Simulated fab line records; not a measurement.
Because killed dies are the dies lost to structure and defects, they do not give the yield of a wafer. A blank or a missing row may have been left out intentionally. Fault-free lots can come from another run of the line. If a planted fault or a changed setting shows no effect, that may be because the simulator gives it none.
fab line records	flow sky130
record: lots: 12	wafers: 36	lastDay: 50
route steps=708 shown POLY_GATE@218 LDD_N@253 LDD_HVP@285 LDD_LDN@299 PAD_OPEN@708
lots that met no fault: from a run of the same line without faults
startH: start of the lot's first displayed wafer, in hours after the record's first day	waitH: hours since the lot's step before	" same as the row above	L1.1+2: several wafers, shown together as one row	- no value, or no start given	* or withheld: withheld	< > ~ a bound
route shown NAME@n: NAME is a module with steps in the file, n the number in the route of the first one	usual: average and standard deviation across the fault-free wafers	same: alike in all rows	chamber/n: place in a boat	sites: each site's reading	_std_site: standard deviation across them	_edge_site: mean of outer sites minus mean of inner sites	radiusMm: for every site, how far away it sits from the centre of the wafer	mask NAME#n: copy n	behind: tool/chamber where the wafer was last shaped	hold: what put the lot on hold/how long, in hours/how the hold closed	device: the n, p or np transistor that did not switch	end of line: the route-end tests of the same wafers	where a step has no rows: the recipe by itself	killed: dies lost to structure and defects at the first sort, not the wafer's yield	map: dies across one wafer; x = killed, . = not, _ = none there
set.NAME: the setting that was run; set.NAME@STEP: the one run at that earlier step	model.NAME: the simulator's own value behind a step, which no gauge read
the route's steps for a sample of lots (tables are steps, rows are wafers)
services: a tool's chamber out of use, with start hour (startH, from the record's first day; less than 0 if before it), hours out, and reason
== steps ==
step: SKY_POLY_GATE_THK_MEAS_04
recipe: reads: Si3N4_of_POLY_GATE_CVD_03
usual: POLY_GATE_CVD_03_THK: 74.9/0.58
lot.wafer	tool	chamber	startH	waitH	POLY_GATE_CVD_03_THK[nm]
L502.1	filmMetro-02	-	352.66	0.0	75.0
L502.3	"	-	"	"	75.4
L502.4	"	-	"	"	75.1
L503.3	filmMetro-02	-	364.26	0.0	75.2
L503.4	"	-	"	"	74.2
L503.6	"	-	"	"	74.4
L504.3	filmMetro-04	-	364.26	0.0	74.5
L504.4	"	-	"	"	75.2
L504.6	"	-	"	"	75.0
L511.1	filmMetro-02	-	426.37	0.0	74.9
L511.4	"	-	"	"	74.8
L511.6	"	-	"	"	74.4
L512.1	filmMetro-02	-	432.47	0.0	74.2
L512.3	"	-	"	"	75.0
L512.5	"	-	"	"	75.2
L513.2	filmMetro-02	-	440.70	0.1	75.1
L513.4	"	-	"	"	75.1
L513.6	"	-	"	"	74.9
L515.1	filmMetro-02	-	459.35	0.0	74.8
L515.2	"	-	"	"	75.9
L515.4	"	-	"	"	75.2
L517.1	filmMetro-03	-	475.86	0.0	75.0
L517.4	"	-	"	"	75.0
L517.6	"	-	"	"	74.5
L520.1	filmMetro-03	-	492.72	0.0	74.2
L520.4	"	-	"	"	74.2
L520.6	"	-	"	"	74.0
L521.1	filmMetro-03	-	506.40	0.0	75.4
L521.4	"	-	"	"	74.8
L521.6	"	-	"	"	75.4
L522.1	filmMetro-03	-	515.55	0.0	74.7
L522.4	"	-	"	"	74.8
L522.6	"	-	"	"	75.1
L525.2	filmMetro-03	-	539.18	0.0	74.1
L525.3	"	-	"	"	74.5
L525.5	"	-	"	"	74.2
step: SKY_LDD_N_STRIP_16
recipe: chemistry: O2/N2	powerW: 1400	pressureMtorr: 1500	platenTempC: withheld	o2FlowSccm: 3000	n2FlowSccm: 300	overashFraction: 0.5
usual: drypumpMotorCurrentA: 5.85/0.27	oesProductAu: 0.407/0.0043	stripTimeToEndpointS: 4.316/0.016
lot.wafer	tool	chamber	startH	waitH	drypumpMotorCurrentA	oesProductAu	rfHoursCounterH	stripTimeToEndpointS
L502.1	plasmaAsher-02	1	412.37	0.1	5.72	0.405	61	4.302
L502.3	"	1	"	"	5.73	0.408	-	4.307
L502.4	"	0	"	"	6.03	0.408	-	4.330
L503.3	plasmaAsher-03	1	426.05	0.1	5.57	0.414	-	4.295
L503.4	"	0	"	"	5.49	0.414	-	4.307
L503.6	"	1	"	"	5.56	0.417	-	4.311
L504.3	plasmaAsher-03	0	426.22	0.1	5.48	0.411	-	4.329
L504.4	"	1	"	"	5.59	0.409	-	4.304
L504.6	"	0	"	"	5.51	0.408	-	4.305
L511.1	plasmaAsher-01	0	491.37	0.1	6.24	0.414	5	4.307
L511.4	"	1	"	"	5.87	0.405	-	4.284
L511.6	"	0	"	"	6.23	0.409	-	4.282
L512.1	plasmaAsher-03	0	497.53	0.1	5.46	0.408	32	4.339
L512.3	"	0	"	"	5.48	0.408	-	4.313
L512.5	"	1	"	"	5.58	0.405	-	4.337
L513.2	plasmaAsher-01	1	506.22	0.1	5.89	0.402	6	4.308
L513.4	"	1	"	"	5.89	0.408	-	4.336
L513.6	"	1	"	"	5.90	0.406	-	4.299
L515.1	plasmaAsher-01	0	523.12	0.1	6.23	0.410	8	4.322
L515.2	"	1	"	"	5.89	0.406	8	4.317
L515.4	"	1	"	"	5.89	0.410	-	4.314
L517.1	plasmaAsher-01	1	539.78	0.1	5.91	0.407	10	4.309
L517.4	"	0	"	"	6.25	0.413	-	4.335
L517.6	"	0	"	"	6.25	0.403	-	4.315
L520.1	plasmaAsher-01	1	557.22	0.1	5.89	0.408	11	4.358
L520.4	"	0	"	"	6.24	0.408	-	4.346
L520.6	"	0	"	"	6.25	0.409	-	4.334
L521.1	plasmaAsher-01	0	569.22	0.1	6.24	0.409	13	4.305
L521.4	"	1	"	"	5.86	0.408	-	4.316
L521.6	"	0	"	"	6.24	0.406	-	4.304
L522.1	plasmaAsher-03	1	578.24	0.1	5.58	0.403	40	4.313
L522.4	"	1	"	"	5.61	0.410	-	4.295
L522.6	"	0	"	"	5.52	0.405	-	4.321
L525.2	plasmaAsher-01	0	601.68	0.1	6.25	0.410	16	4.316
L525.3	"	0	"	"	6.26	0.405	-	4.313
L525.5	"	1	"	"	5.89	0.406	-	4.316
step: SKY_LDD_HVP_OVL_MEAS_07
usual: LDD_HVP_OVL: -0.6/1.4
lot.wafer	tool	chamber	startH	waitH	LDD_HVP_OVL[nm]
L502.1	overlay-01	-	504.38	0.1	0.7
L502.3	"	-	"	"	1.9
L502.4	"	-	"	"	1.2
L503.3	overlay-02	-	518.80	0.1	1.0
L503.4	"	-	"	"	-2.4
L503.6	"	-	"	"	-0.6
L504.3	overlay-01	-	518.94	0.1	1.3
L504.4	"	-	"	"	-1.4
L504.6	"	-	"	"	1.9
L511.1	overlay-02	-	580.89	0.1	-0.9
L511.4	"	-	"	"	-0.4
L511.6	"	-	"	"	0.2
L512.1	overlay-02	-	588.79	0.1	-2.1
L512.3	"	-	"	"	-2.3
L512.5	"	-	"	"	-2.9
L513.2	overlay-01	-	596.28	0.1	1.6
L513.4	"	-	"	"	0.6
L513.6	"	-	"	"	1.6
L515.1	overlay-01	-	612.23	0.1	-1.5
L515.2	"	-	"	"	-1.2
L515.4	"	-	"	"	-0.1
L517.1	overlay-02	-	628.58	0.1	0.2
L517.4	"	-	"	"	0.8
L517.6	"	-	"	"	-1.1
L520.1	overlay-01	-	645.29	0.1	-1.7
L520.4	"	-	"	"	-2.7
L520.6	"	-	"	"	-0.6
L521.1	overlay-01	-	656.98	0.1	-0.3
L521.4	"	-	"	"	-0.7
L521.6	"	-	"	"	-0.2
L522.1	overlay-02	-	665.68	0.1	-1.4
L522.4	"	-	"	"	0.6
L522.6	"	-	"	"	-0.4
L525.2	overlay-01	-	687.73	0.1	-2.1
L525.3	"	-	"	"	-3.4
L525.5	"	-	"	"	-1.2
step: SKY_LDD_LDN_IMPLANT_10
recipe: species: As	energyKev: 15	doseCm2: 1.25e+13	tiltDeg: withheld	rotationDeg: 203
usual: doseIonsCm2: 1.25e+13/1.4e+10	faradayCurrentUA: 70.7/1.2
same: implantIonAmu: 75
lot.wafer	tool	chamber	startH	waitH	doseIonsCm2	faradayCurrentUA
L502.1	implanter-04	0	534.67	0.1	1.2491e+13	68.7
L502.3	"	0	"	"	1.2497e+13	69.1
L502.4	"	0	"	"	1.2487e+13	69.3
L503.3	implanter-04	0	549.23	0.1	1.251e+13	70.4
L503.4	"	0	"	"	1.2526e+13	71.3
L503.6	"	0	"	"	1.2521e+13	72.1
L504.3	implanter-02	0	549.47	0.1	1.2524e+13	70.8
L504.4	"	0	"	"	1.2519e+13	68.9
L504.6	"	0	"	"	1.2513e+13	68.7
L511.1	implanter-02	0	609.83	0.1	2.1988e+13	125.5
L511.4	"	0	"	"	2.1989e+13	126.1
L511.6	"	0	"	"	2.1983e+13	122.5
L512.1	implanter-02	0	618.88	0.1	2.1979e+13	122.6
L512.3	"	0	"	"	2.1988e+13	125.5
L512.5	"	0	"	"	2.1984e+13	125.6
L513.2	implanter-04	0	625.10	0.1	1.2505e+13	70.9
L513.4	"	0	"	"	1.2515e+13	69.6
L513.6	"	0	"	"	1.2516e+13	72.4
L515.1	implanter-03	0	641.19	0.1	1.2493e+13	68.5
L515.2	"	0	"	"	1.2493e+13	69.2
L515.4	"	0	"	"	1.2473e+13	72.4
L517.1	implanter-03	0	658.18	0.1	1.2477e+13	69.1
L517.4	"	0	"	"	1.2494e+13	72.9
L517.6	"	0	"	"	1.2495e+13	71.5
L520.1	implanter-04	0	674.14	0.1	1.2502e+13	67.9
L520.4	"	0	"	"	1.2481e+13	70.9
L520.6	"	0	"	"	1.2516e+13	70.6
L521.1	implanter-03	0	685.02	0.1	1.2496e+13	70.5
L521.4	"	0	"	"	1.2507e+13	72.4
L521.6	"	0	"	"	1.2489e+13	71.3
L522.1	implanter-03	0	694.58	0.1	1.2489e+13	68.9
L522.4	"	0	"	"	1.2506e+13	72.0
L522.6	"	0	"	"	1.2477e+13	69.0
L525.2	implanter-03	0	716.89	0.1	1.2499e+13	71.7
L525.3	"	0	"	"	1.2511e+13	71.8
L525.5	"	0	"	"	1.2502e+13	70.0
step: SKY_LDD_LDN_TW_MEAS_13
usual: LDD_LDN_TW: 1484/6.6
lot.wafer	tool	chamber	startH	waitH	LDD_LDN_TW
L502.1	filmMetro-03	-	535.07	0.1	1493
L502.3	"	-	"	"	1494
L502.4	"	-	"	"	1493
L503.3	filmMetro-04	-	549.60	0.1	1477
L503.4	"	-	"	"	1476
L503.6	"	-	"	"	1467
L504.3	filmMetro-03	-	549.84	0.1	1491
L504.4	"	-	"	"	1492
L504.6	"	-	"	"	1492
L511.1	filmMetro-01	-	610.23	0.1	1556
L511.4	"	-	"	"	1560
L511.6	"	-	"	"	1571
L512.1	filmMetro-03	-	619.28	0.1	1560
L512.3	"	-	"	"	1560
L512.5	"	-	"	"	1562
L513.2	filmMetro-04	-	625.49	0.1	1478
L513.4	"	-	"	"	1481
L513.6	"	-	"	"	1478
L515.1	filmMetro-01	-	641.59	0.1	1497
L515.2	"	-	"	"	1502
L515.4	"	-	"	"	1492
L517.1	filmMetro-01	-	658.58	0.1	1482
L517.4	"	-	"	"	1478
L517.6	"	-	"	"	1485
L520.1	filmMetro-03	-	674.54	0.1	1487
L520.4	"	-	"	"	1492
L520.6	"	-	"	"	1488
L521.1	filmMetro-04	-	685.42	0.1	1473
L521.4	"	-	"	"	1478
L521.6	"	-	"	"	1469
L522.1	filmMetro-01	-	694.98	0.1	1489
L522.4	"	-	"	"	1481
L522.6	"	-	"	"	1494
L525.2	filmMetro-01	-	717.28	0.1	1483
L525.3	"	-	"	"	1487
L525.5	"	-	"	"	1490
step: SKY_PAD_OPEN_PROBE_99
usual: killed_at_M0_to_M3: 43/6.6	killed_at_M4_up: 2.9/1.8	killedAtContacts: 25/5.3	killedAtFrontEnd: 15/4.1	killedAtOther: 0.3/0.6	killedDies: 86/8.8	killedOnRim: 17/3.5	killedOpen: 47/6.7	killedShort: 39/6.2
same: grossDies: 492	killedAtBackSide: 0
lot.wafer	tool	chamber	startH	waitH	killed_at_M0_to_M3	killed_at_M4_up	killedAtContacts	killedAtFrontEnd	killedAtOther	killedDies	killedOnRim	killedOpen	killedShort
L521.1	prober-01	-	1180.08	0.1	36	7	25	15	0	83	14	57	24
L521.4	prober-01	-	1180.23	0.2	39	3	25	16	0	83	18	48	35
L521.6	prober-01	-	1180.33	0.2	46	1	18	23	0	88	15	46	42
killed by level:class
L521.1 VIA1:geometricParticle:open=14 CONTACT:geometricParticle:open=9 LI_CONTACT:geometricParticle:open=7 POLY_GATE:geometricParticle:short=5 VIA3:geometricParticle:open=5 METAL2:geometricParticle:short=5 VIA2:geometricParticle:open=5 LI_CONTACT:geometricParticle:short=4
L521.4 LI_CONTACT:geometricParticle:open=9 VIA2:geometricParticle:open=9 CONTACT:geometricParticle:open=8 VIA1:geometricParticle:open=7 FIELD_ISO:geometricParticle:short=5 VIA1:geometricParticle:short=4 POLY_GATE:geometricParticle:open=4 METAL1:geometricParticle:short=4
L521.6 POLY_GATE:geometricParticle:open=8 VIA3:geometricParticle:open=8 METAL1:geometricParticle:short=8 LI_CONTACT:geometricParticle:open=7 VIA1:geometricParticle:open=7 POLY_GATE:geometricParticle:short=6 METAL3:geometricParticle:short=6 FIELD_ISO:geometricParticle:open=5
== services ==
tool	chamber	startH	hours	kind
implanter-03	-	389.34	1.6	repair
plasmaAsher-01	-	391.11	0.7	repair
implanter-03	-	402.71	6.3	repair
plasmaAsher-02	-	414.82	3.0	repair
plasmaAsher-01	-	421.25	9.0	pm
plasmaAsher-01	0	421.25	9.0	ventCycle
plasmaAsher-01	1	421.25	9.0	ventCycle
plasmaAsher-01	0	430.25	-	clean
plasmaAsher-01	1	430.25	-	clean
plasmaAsher-03	-	450.99	2.9	repair
implanter-04	-	456.13	1.7	repair
plasmaAsher-01	-	462.37	11.4	repair
plasmaAsher-03	-	468.00	18.4	pm
implanter-04	-	479.64	4.8	pm
plasmaAsher-02	-	542.48	1.1	repair
plasmaAsher-02	-	565.86	4.8	repair
implanter-02	-	577.87	10.7	pm
implanter-03	-	615.02	2.0	repair
plasmaAsher-02	-	624.68	0.5	repair
plasmaAsher-03	-	624.84	1.1	repair
implanter-04	-	643.13	5.3	pm
plasmaAsher-03	-	645.32	2.8	pm
implanter-02	-	707.63	17.4	pm
implanter-03	-	710.81	1.2	repair
== key ==
firstSign: step: SKY_LDD_LDN_IMPLANT_10	reading: doseIonsCm2	direction: up	sigmas: 99+	usual: *	struck: *
effect: step: SKY_LDD_LDN_IMPLANT_10	reading: faradayCurrentUA	direction: up	sigmas: 44	usual: 70.7	struck: 124.6
effect: step: SKY_LDD_LDN_TW_MEAS_13	reading: LDD_LDN_TW	direction: up	sigmas: 12	usual: 1484	struck: 1561
metAt SKY_LDD_LDN_IMPLANT_10
struckLots L511,L512
testerLeftOut L511,L512
notActingAt SKY_POLY_GATE_THK_MEAS_04,SKY_LDD_N_STRIP_16,SKY_LDD_HVP_OVL_MEAS_07
onsetBetween 549.47 609.83
fault: kind: processParameterDrift	tool: implanter-02	chamber: -	onsetH: 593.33	steps: SKY_LDD_LDN_IMPLANT_10	channel: doseCm2	offset: *	shape: step	endH: 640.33	actsIn: *	stated: *
testerLeftOut: of these lots the tester's yield and bins aren't shown, on N5 and GAA mostly nor the transistor test; their killed dies are dies lost to structure and defects alone, not to doping, threshold or leakage, so they don't give the yield
